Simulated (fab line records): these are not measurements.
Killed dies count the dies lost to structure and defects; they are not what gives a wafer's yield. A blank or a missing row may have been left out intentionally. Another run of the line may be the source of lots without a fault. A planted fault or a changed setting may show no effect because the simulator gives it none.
The tool behind it: which one?    flow gf180mcu    24 lots with 72 wafers sampled at 6 steps, on a route of 602 steps

WHAT THE GAUGES READ, wafer by wafer
GF_M2_RS_MEAS_05: the measuring method here is four-point-probe.
lot   measured      on             M2_ALCU_RS (ohm/sq)
L074  day 18 10:08  film metro-02  0.0677 0.0687 0.0680
L075  day 19 02:13  film metro-04  0.0695 0.0696 0.0697
L076  day 19 02:23  film metro-02  0.0684 0.0692 0.0684
L078  day 19 16:32  film metro-01  0.0691 0.0692 0.0690
L077  day 19 20:46  film metro-04  0.0683 0.0679 0.0685
L079  day 20 04:20  film metro-01  0.0700 0.0705 0.0696
L080  day 20 14:50  film metro-02  0.0699 0.0704 0.0693
L081  day 21 00:53  film metro-04  0.0699 0.0696 0.0697
L082  day 21 01:53  film metro-04  0.0699 0.0690 0.0691
L083  day 21 15:14  film metro-01  0.0699 0.0692 0.0707
L084  day 22 00:51  film metro-04  0.0700 0.0694 0.0691
L085  day 22 09:19  film metro-02  0.0682 0.0685 0.0689
L086  day 22 18:10  film metro-02  0.0691 0.0693 0.0710
L087  day 23 00:11  film metro-01  0.0693 0.0705 0.0690
L088  day 23 11:25  film metro-01  0.0708 0.0705 0.0703
L089  day 23 20:33  film metro-04  0.0705 0.0694 0.0690
L090  day 24 02:11  film metro-01  0.0692 0.0698 0.0696
L091  day 24 10:16  film metro-04  0.0689 0.0699 0.0682
L092  day 24 18:34  film metro-01  0.0679 0.0688 0.0682
L093  day 25 02:35  film metro-04  0.0690 0.0693 0.0689
L094  day 25 05:40  film metro-01  0.0710 0.0705 0.0700
L095  day 25 12:18  film metro-02  0.0698 0.0693 0.0695
L096  day 25 20:21  film metro-01  0.0703 0.0715 0.0693
L097  day 26 05:32  film metro-02  0.0683 0.0681 0.0678

GF_M2_THK_MEAS_06: measures by xrf.
lot   measured      on             M2_ALCU_THK (nm)
L074  day 18 10:16  film metro-02  462 455 459
L075  day 19 02:20  film metro-04  452 451 450
L076  day 19 02:31  film metro-02  456 451 457
L078  day 19 16:39  film metro-01  448 447 449
L077  day 19 20:52  film metro-04  459 460 457
L079  day 20 04:26  film metro-01  444 440 446
L080  day 20 14:56  film metro-02  441 439 445
L081  day 21 01:01  film metro-04  450 451 450
L082  day 21 01:59  film metro-04  449 453 455
L083  day 21 15:22  film metro-01  446 450 441
L084  day 22 00:58  film metro-04  449 455 454
L085  day 22 09:25  film metro-02  455 452 451
L086  day 22 18:16  film metro-02  449 449 437
L087  day 23 00:19  film metro-01  446 440 450
L088  day 23 11:32  film metro-01  439 441 440
L089  day 23 20:40  film metro-04  448 454 458
L090  day 24 02:19  film metro-01  447 444 444
L091  day 24 10:22  film metro-04  457 452 462
L092  day 24 18:39  film metro-01  455 452 455
L093  day 25 02:43  film metro-04  457 453 458
L094  day 25 05:47  film metro-01  435 440 445
L095  day 25 12:23  film metro-02  445 448 448
L096  day 25 20:28  film metro-01  442 435 450
L097  day 26 05:40  film metro-02  455 458 458

GF_M2_CD_MEAS_14 targets a cd of 280 nm.
lot   measured      on         cd nm (nm)
L074  day 19 09:42  cd sem-01  278.6 278.2 279.0
L075  day 20 02:01  cd sem-02  279.5 280.5 280.1
L076  day 20 02:12  cd sem-01  277.7 278.3 277.5
L078  day 20 15:57  cd sem-01  279.9 279.1 279.4
L077  day 20 20:35  cd sem-02  279.5 279.7 279.8
L079  day 21 04:07  cd sem-01  279.5 278.8 278.8
L080  day 21 15:26  cd sem-01  280.1 279.9 279.9
L081  day 22 00:59  cd sem-01  280.9 280.5 280.0
L082  day 22 01:48  cd sem-01  281.1 282.4 280.9
L083  day 22 15:00  cd sem-02  278.2 280.0 279.5
L084  day 22 23:52  cd sem-02  278.2 277.0 278.0
L085  day 23 08:16  cd sem-01  280.8 280.3 280.4
L086  day 23 16:39  cd sem-01  280.9 280.8 280.4
L087  day 23 23:03  cd sem-01  277.9 279.3 277.8
L088  day 24 10:02  cd sem-02  280.7 280.1 280.5
L089  day 24 19:03  cd sem-01  280.0 279.7 278.5
L090  day 24 23:41  cd sem-02  281.2 278.8 280.6
L091  day 25 07:08  cd sem-01  277.6 277.1 277.7
L092  day 25 15:47  cd sem-02  280.0 279.6 280.6
L093  day 25 23:35  cd sem-01  275.4 276.7 277.1
L094  day 26 02:06  cd sem-01  278.3 277.2 278.7
L095  day 26 08:46  cd sem-01  282.1 283.0 282.4
L096  day 26 17:06  cd sem-01  276.5 277.5 277.3
L097  day 27 02:26  cd sem-01  280.2 280.6 280.5

GF_M2_OVL_MEAS_15.
lot   measured      on          M2_OVL (nm)
L074  day 19 09:49  overlay-02  -2 2 13
L075  day 20 02:08  overlay-01  2 -1 1
L076  day 20 02:19  overlay-02  13 -1 8
L078  day 20 16:04  overlay-01  0 0 7
L077  day 20 20:40  overlay-02  -6 2 1
L079  day 21 04:13  overlay-02  10 3 10
L080  day 21 15:32  overlay-01  -5 2 1
L081  day 22 01:06  overlay-02  6 4 10
L082  day 22 01:53  overlay-01  12 7 7
L083  day 22 15:07  overlay-02  11 2 4
L084  day 22 23:59  overlay-01  -3 4 4
L085  day 23 08:23  overlay-01  3 8 9
L086  day 23 16:44  overlay-02  4 -2 6
L087  day 23 23:10  overlay-02  0 1 2
L088  day 24 10:09  overlay-02  8 2 9
L089  day 24 19:10  overlay-02  13 -3 11
L090  day 24 23:48  overlay-01  2 16 0
L091  day 25 07:14  overlay-02  12 11 12
L092  day 25 15:52  overlay-01  -2 1 6
L093  day 25 23:42  overlay-02  -2 -5 4
L094  day 26 02:13  overlay-01  4 3 0
L095  day 26 08:51  overlay-02  15 6 14
L096  day 26 17:13  overlay-02  11 13 16
L097  day 27 02:33  overlay-02  -3 -5 -3

GF_V2_THK_MEAS_01.
lot   measured      on             V2_CVD_00_THK (nm)
L074  day 19 10:35  film metro-04  591 592 595
L075  day 20 02:54  film metro-04  595 589 590
L076  day 20 03:08  film metro-04  593 593 592
L078  day 20 17:14  film metro-03  595 593 592
L077  day 20 21:35  film metro-01  607 610 607
L079  day 21 05:07  film metro-03  602 599 599
L080  day 21 16:19  film metro-01  598 597 602
L081  day 22 01:54  film metro-03  603 599 610
L082  day 22 02:41  film metro-01  599 608 597
L083  day 22 15:54  film metro-01  603 593 601
L084  day 23 00:45  film metro-04  599 608 610
L085  day 23 09:09  film metro-03  605 603 600
L086  day 23 17:31  film metro-04  598 600 605
L087  day 23 23:56  film metro-04  598 601 601
L088  day 24 10:57  film metro-03  581 588 592
L089  day 24 19:56  film metro-01  610 596 610
L090  day 25 00:37  film metro-03  595 598 611
L091  day 25 08:02  film metro-03  595 603 597
L092  day 25 16:39  film metro-01  599 594 601
L093  day 26 00:29  film metro-04  601 605 604
L094  day 26 03:01  film metro-03  601 601 602
L095  day 26 09:40  film metro-01  600 604 601
L096  day 26 18:00  film metro-01  609 594 605
L097  day 27 03:20  film metro-03  596 602 603

WHAT TOOL EACH LOT RAN ON (gives the tool, then ch and the chambers of the sampled wafers, and finally the start)
lot   GF_V1_SPUTTER_22
L074  pvd sputter-03, day 18 09:17
L075  pvd sputter-02, day 19 01:21
L076  pvd sputter-03, day 19 01:32
L078  pvd sputter-02, day 19 15:40
L077  pvd sputter-02, day 19 19:52
L079  pvd sputter-03, day 20 03:26
L080  pvd sputter-02, day 20 13:58
L081  pvd sputter-04, day 21 00:02
L082  pvd sputter-02, day 21 00:59
L083  pvd sputter-02, day 21 14:23
L084  pvd sputter-04, day 21 23:59
L085  pvd sputter-03, day 22 08:26
L086  pvd sputter-04, day 22 17:16
L087  pvd sputter-04, day 22 23:20
L088  pvd sputter-02, day 23 10:34
L089  pvd sputter-04, day 23 19:41
L090  pvd sputter-03, day 24 01:20
L091  pvd sputter-04, day 24 09:23
L092  pvd sputter-03, day 24 17:39
L093  pvd sputter-02, day 25 01:43
L094  pvd sputter-04, day 25 04:49
L095  pvd sputter-02, day 25 11:23
L096  pvd sputter-03, day 25 19:29
L097  pvd sputter-04, day 26 04:41
- GF_V1_SPUTTER_22: material TiN, target thk 10 nm, time 40 s.

WHAT THE TOOLS THEMSELVES READ (means of the sampled wafers that have a number; where no wafer has one, the mark that the record gives instead)
GF_V1_SPUTTER_22.
lot   tool            chamber pressure pa (Pa)  throttle valve pct (%)
L074  pvd sputter-03  4.999                     30.8
L075  pvd sputter-02  5.004                     30.2
L076  pvd sputter-03  4.997                     30.5
L078  pvd sputter-02  5.005                     30.2
L077  pvd sputter-02  4.995                     29.8
L079  pvd sputter-03  4.999                     30.7
L080  pvd sputter-02  5.008                     29.9
L081  pvd sputter-04  5.007                     29.9
L082  pvd sputter-02  4.999                     30.1
L083  pvd sputter-02  4.993                     30.2
L084  pvd sputter-04  4.996                     29.1
L085  pvd sputter-03  4.992                     29.9
L086  pvd sputter-04  4.997                     29.7
L087  pvd sputter-04  4.998                     29.7
L088  pvd sputter-02  5.006                     30.1
L089  pvd sputter-04  4.999                     29.7
L090  pvd sputter-03  5.004                     30.3
L091  pvd sputter-04  5.000                     29.9
L092  pvd sputter-03  4.997                     30.3
L093  pvd sputter-02  4.999                     30.0
L094  pvd sputter-04  4.999                     30.0
L095  pvd sputter-02  4.998                     30.2
L096  pvd sputter-03  4.998                     30.0
L097  pvd sputter-04  4.998                     29.1

THE ANSWER, worked out from the rows above alone
Rule: the lots themselves supply what counts as usual. Put in order of their means at a reading, lots are off if they are a third of the lots or fewer, leave a main group of 4 or more, and stand apart from it by a gap of 3 or more times the standard deviation of the main group's means; of several such gaps the widest counts. A main group is skipped when, at the precision printed for the reading in the tables above, its means are all equal. Also off: a lot with no number at a reading for which 4 or more lots have one. All remaining lots with rows at the step are treated as sound. After the gauges, taken in route order, come the tools' own readings; for these a lot's mean is taken, as printed above. At the first step where some lot is off, the reading lying furthest off is the one used; lots without a number count as furthest.
No lot is off on any of the readings shown, so nothing can be concluded from this.

WHAT WAS PUT IN BY THE SIMULATOR
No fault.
